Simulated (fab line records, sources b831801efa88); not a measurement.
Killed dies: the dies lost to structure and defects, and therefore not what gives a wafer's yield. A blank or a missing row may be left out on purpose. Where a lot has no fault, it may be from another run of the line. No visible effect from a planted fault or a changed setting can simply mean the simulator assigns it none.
Matching of chambers + flow sky130 + SKY_VIA1_CMP_24 on cmp-02: 4 sister chambers
The step polishes, stops on SiO2, t overpolish 15 s, target thk 0 nm. 4 wafers are shown with their chamber, then 7 later ones without.

WAFERS PAIRED WITH THEIR CHAMBERS
| wafer  | chamber | motor_current_A (A) |
|--------|---------|---------------------|
| L991.4 | 0       | 11.8                |
| L993.1 | 1       | 8.7                 |
| L993.3 | 2       | 10.4                |
| L994.5 | 3       | 10.4                |

WAFERS WITHOUT THEIR CHAMBER
| wafer  | motor_current_A (A) |
|--------|---------------------|
| L994.6 | 11.7                |
| L998.2 | 10.7                |
| L998.4 | 9.0                 |
| L998.6 | 11.4                |
| L112.1 | 11.7                |
| L112.3 | 8.6                 |
| L112.6 | 9.8                 |

WHICH CHAMBER EACH WENT THROUGH
| wafer  | from the rows above          | in truth |
|--------|------------------------------|----------|
| L994.6 | 0                            | 0        |
| L998.2 | can't be placed: 2 or 3      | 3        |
| L998.4 | 1                            | 1        |
| L998.6 | can't be placed: 0 or 2 or 3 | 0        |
| L112.1 | 0                            | 0        |
| L112.3 | 1                            | 1        |
| L112.6 | can't be placed: 2 or 3 or 1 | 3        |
Placed correctly: 4 of 7. Not placeable from these rows: 3 (in 3, the candidates include the true chamber). 0 placed wrongly.
How it was worked out, from the rows above alone: a wafer's distance from a chamber is the root of the sum, over the readings, of the square of ((its reading less the chamber's mean) divided by the reading's scatter). The wafer belongs to the nearest chamber; if the next one is less than 2 further off, it can't be placed. For every chamber, the mean is computed from those of its wafers that are shown. The scatter (one wafer shown for each chamber): square how far every hidden wafer sits from the nearest shown wafer, average those squares and take the square root.
